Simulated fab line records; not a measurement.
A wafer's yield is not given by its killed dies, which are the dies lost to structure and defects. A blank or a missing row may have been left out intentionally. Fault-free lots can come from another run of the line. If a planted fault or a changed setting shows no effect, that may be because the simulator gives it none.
Problem report, 8D (eight disciplines) form, completed by code + flow sky130 + the parts of the form that need people (team, actions taken, sign-off) are left out

1. THE ISSUE
headPressurePsi at SKY_CONTACT_CMP_04 reads a mean of 1.521 psi on 6 wafers of 2 lots; wafers without a fault read 4.001 psi with a standard deviation of 0.0093. So: -99 or more standard deviations from the usual mean.
The step: polishes SiO2.
Earliest sighting: wafer L449.4 on cmp-02 at day 36 17:05. The record holds 36 wafers of 12 lots with a number at this step. By rule, "out" or "out of limits" means more than 4 standard deviations away from the usual mean. Any other wafer with a number is counted as sound.

2. WHAT IT IS, AND WHAT IT ISN'T
| question                    | is                               | is not                                                                          |
|-----------------------------|----------------------------------|---------------------------------------------------------------------------------|
| which readings at this step | headPressurePsi, timeToEndpointS | -                                                                               |
| which lots                  | L449, L450                       | L432, L433, L435, L439, L440, L443, L445, L451, L452, L453                      |
| which wafers of those lots  | all that have a number           | -                                                                               |
| read on which tools         | cmp-02                           | cmp-01                                                                          |
| when                        | from day 36 17:05                | up to then (21 sound wafers); but 9 sound wafers of L451, L452, L453 came after |

3. THE SUSPECTS, EACH WITH WHAT RULES IT OUT
Counting: a tool at a process step up to the reading stays a suspect if it ran every lot that is out and no sound lot after the first of them.
- rieDiel-04 at SKY_LI_CONTACT_ETCH_15 (etches PSG in C4F8/O2/Ar, stops on Si, target depth 600 nm): ruled out as a lasting fault. After its first lot that is out, L449 (day 35 12:41), sound lots L451, L453 ran on it.
- cmp-02 at SKY_CONTACT_CMP_04 (polishes SiO2): kept. Every lot that is out went through it, starting with L449 (day 36 17:05), and after that it ran no sound lot; the last sound lot it ran before then is L445 (day 35 11:26). On those wafers its own readings are out: headPressurePsi, timeToEndpointS.
The count leaves cmp-02 at SKY_CONTACT_CMP_04.

4. THE CAUSE (what the simulator had put in)
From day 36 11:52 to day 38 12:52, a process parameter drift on cmp-02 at SKY_CONTACT_CMP_04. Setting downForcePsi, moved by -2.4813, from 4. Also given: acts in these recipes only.
This tool alone remained once counting was done.

5. THE EFFECT CHAIN, in route order
Each row: a reading whose mean over the struck wafers that have a number lies more than 3 standard deviations from the usual. Scope: only readings with a usual standard deviation given in the record; hours: median across lots of the time from each lot's start at the first step in this table that gives one to its start at this step; sigmas: change in usual standard deviations.
| hours | step                  | reading          | usual      | on struck wafers | change | sigmas      |
|-------|-----------------------|------------------|------------|------------------|--------|-------------|
| 0     | SKY_CONTACT_CMP_04    | headPressurePsi  | 4.001 psi  | 1.521            | -2.480 | -99 or more |
| 0     | SKY_CONTACT_CMP_04    | motorCurrentA    | 11.5 A     | 6.6              | -4.9   | -4.1        |
| 0     | SKY_CONTACT_CMP_04    | timeToEndpointS  | 80 s       | 110              | +30    | +6.0        |
| 27    | SKY_CONTACT_ETCH_17   | oesProductAu     | 0.891 a.u. | 0.999            | +0.108 | +22         |
| -     | SKY_CONTACT_ETCH_18   | oesProductAu     | 0.854 a.u. | 0.624            | -0.230 | -30         |
| -     | SKY_CONTACT_ETCH_18   | throttleValvePct | 8.792 %    | 8.730            | -0.062 | -6.3        |
| 325   | SKY_PAD_OPEN_PROBE_99 | killedAtContacts | 24         | 424              | +400   | +69         |
| 325   | SKY_PAD_OPEN_PROBE_99 | killedDies       | 86         | 491              | +405   | +37         |
| 325   | SKY_PAD_OPEN_PROBE_99 | killedOnRim      | 17         | 96               | +79    | +21         |
It contains these process steps:
- SKY_CONTACT_CMP_04: polishes SiO2.
- SKY_CONTACT_ETCH_17: etches SiO2 in C4F8/O2/Ar, stops on Si3N4, target depth 340 nm.
- SKY_CONTACT_ETCH_18: etches Si3N4 in CHF3/O2, stops on TiN, time 39 s, target depth 75 nm.
- SKY_PAD_OPEN_PROBE_99

6. HOW IT WOULD HAVE BEEN CAUGHT EARLIER
The fault began at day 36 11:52; the first out-of-limits reading in this record came at day 36 17:05, 5 hours later.
